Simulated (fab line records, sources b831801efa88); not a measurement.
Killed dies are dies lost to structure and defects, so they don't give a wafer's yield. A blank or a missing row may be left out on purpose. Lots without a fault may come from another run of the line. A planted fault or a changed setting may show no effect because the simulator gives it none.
One fault seen from 2 desks | flow gf180mcu | each desk has only its own numbers; what lay behind them comes last

THE TOOL OWNER'S DESK: pecvd-03
The tool's own readings at GF_V1_CVD_02 (deposits SiO2 from TEOS, target thk 850 nm, time 94.851 s): means of the sampled wafers that have a number, for each lot that ran on this tool. A lot is out of limits, marked OUT, if its mean lies more than 4 standard deviations from the usual mean; the brackets give that distance.
Columns: A = heater_power_w at GF_V1_CVD_02, usual 661 W; B = run_length_s at GF_V1_CVD_02, usual 122.8 s
lot  | first seen here | A   | B
L328 | day 17 07:10    | 757 | 122.2
L329 | day 17 16:34    | 681 | 122.2
L333 | day 19 03:53    | 630 | 122.9
L343 | day 22 18:34    | 687 | 134.8 (+29) OUT
L345 | day 23 06:11    | 763 | 146.5 (+58) OUT
This desk's finding: out of limits on L343, L345; first on L343, day 22 18:34 (run_length_s at GF_V1_CVD_02). In limits: L328, L329, L333.

THE METROLOGY DESK
What the gauges read, lot by lot, whatever tool the lot ran on: means of the sampled wafers that have a number. A lot is out of limits, marked OUT, if its mean lies more than 4 standard deviations from the usual mean; the brackets give that distance.
Columns: A = CONTACT_W_THK at GF_CONTACT_THK_MEAS_26, usual 303 nm; B = V1_CVD_02_THK at GF_V1_THK_MEAS_03, usual 850 nm
lot  | first seen here | A   | B
L328 | day 16 07:06    | 308 | 843
L329 | day 16 15:51    | 305 | 862
L330 | day 16 18:40    | 303 | 853
L333 | day 18 02:31    | 305 | 849
L336 | day 19 05:08    | 305 | 844
L341 | day 21 01:49    | 303 | 853
L343 | day 21 17:46    | 300 | 954 (+10) OUT
L345 | day 22 05:46    | 302 | 1058 (+21) OUT
L346 | day 22 11:20    | 301 | 850
L347 | day 23 02:56    | 304 | 856
L350 | day 23 20:57    | 304 | 847
This desk's finding: out of limits on L343, L345; first on L343, day 22 18:38 (V1_CVD_02_THK at GF_V1_THK_MEAS_03). In limits: L328, L329, L330, L333, L336, L341, L346, L347, L350.

PUT TOGETHER
The tool owner's desk could have raised an alarm at day 22 18:34, on L343, L345.
The metrology desk could have raised an alarm at day 22 18:38, on L343, L345.
Of the lots named, all ran GF_V1_CVD_02 on pecvd-03.

WHAT THE SIMULATOR HAD PUT IN
Process parameter drift: pecvd-03, from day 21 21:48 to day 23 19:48, at GF_V1_CVD_02. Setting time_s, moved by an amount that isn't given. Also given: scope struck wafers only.
Lots struck among those shown: L343, L345.
Hours from the fault's start to each desk's first reading out of limits: the tool owner's desk, 21; the metrology desk, 21.
